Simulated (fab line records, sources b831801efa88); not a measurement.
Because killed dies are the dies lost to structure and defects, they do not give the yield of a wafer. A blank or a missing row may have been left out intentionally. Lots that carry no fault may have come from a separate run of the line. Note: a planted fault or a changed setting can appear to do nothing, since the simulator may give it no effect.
Which tool is to blame?    flow sky130    Sampling: 6 lots, 18 wafers, 3 of 708 route steps

== WHAT EACH GAUGE READ, for each wafer ==
SKY_LDD_HVN_TW_MEAS_10.
lot   measured      on             LDD_HVN_TW
L733  day 21 09:31  film_metro-02  1417 1425 1413
L735  day 21 17:01  film_metro-01  1428 1434 1435
L737  day 22 08:57  film_metro-02  1432 1428 1428
L745  day 25 13:31  film_metro-01  2735 2724 2726
L747  day 26 01:01  film_metro-04  1412 1415 1402
L752  day 27 15:12  film_metro-01  1437 1432 1439

== WHICH TOOL RAN EACH LOT (tool, then ch and the chambers of the sampled wafers, then the start) ==
lot   SKY_POLY_GATE_STRIP_18                SKY_LDD_HVN_IMPLANT_08
L733  plasma_asher-02 ch 0,1, day 17 05:58  implanter-01 ch 0, day 21 09:17
L735  plasma_asher-01 ch 0,1, day 17 16:40  implanter-04 ch 0, day 21 16:47
L737  plasma_asher-02 ch 0,1, day 18 09:07  implanter-01 ch 0, day 22 08:42
L745  plasma_asher-04 ch 1, day 21 15:58    implanter-04 ch 0, day 25 13:17
L747  plasma_asher-04 ch 0,1, day 22 04:49  implanter-01 ch 0, day 26 00:47
L752  plasma_asher-04 ch 0,1, day 23 21:10  implanter-03 ch 0, day 27 14:57
- SKY_POLY_GATE_STRIP_18: strips in O2/N2.
- SKY_LDD_HVN_IMPLANT_08

== THE ANSWER, worked out from the rows above alone ==
Rule: what is usual is taken from the lots themselves. Put in order of their means at a reading, lots are off if they are a third of the lots or fewer, leave a main group of 4 or more, and stand apart from it by a gap of 3 or more times the standard deviation of the main group's means; of several such gaps the widest counts. If all means in a main group match to the digits the tables above print for the reading, that group is not used. Also off: a lot with no number at a reading for which 4 or more lots have one. The other lots that the step has rows for count as sound.
Off: at SKY_LDD_HVN_TW_MEAS_10 (LDD_HVN_TW), L745. Mean 1425 and standard deviation 9.7 in the main group.
A tool fits if, at a process step before that reading, it ran every lot that is off, and no sound lot after the first of them. The gauges at SKY_LDD_HVN_TW_MEAS_10 are tried like those tools. One fits: implanter-04 at SKY_LDD_HVN_IMPLANT_08. A fault onset in the window from L735 (day 21 16:47, its last sound lot) to L745 (day 25 13:17, its first lot off) fits.

== WHAT HAD BEEN PUT IN BY THE SIMULATOR ==
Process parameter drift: implanter-04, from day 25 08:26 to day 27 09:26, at SKY_LDD_HVN_IMPLANT_08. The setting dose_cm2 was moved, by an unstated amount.
Shown lots that were struck: L745. The rule given above showed the same thing.
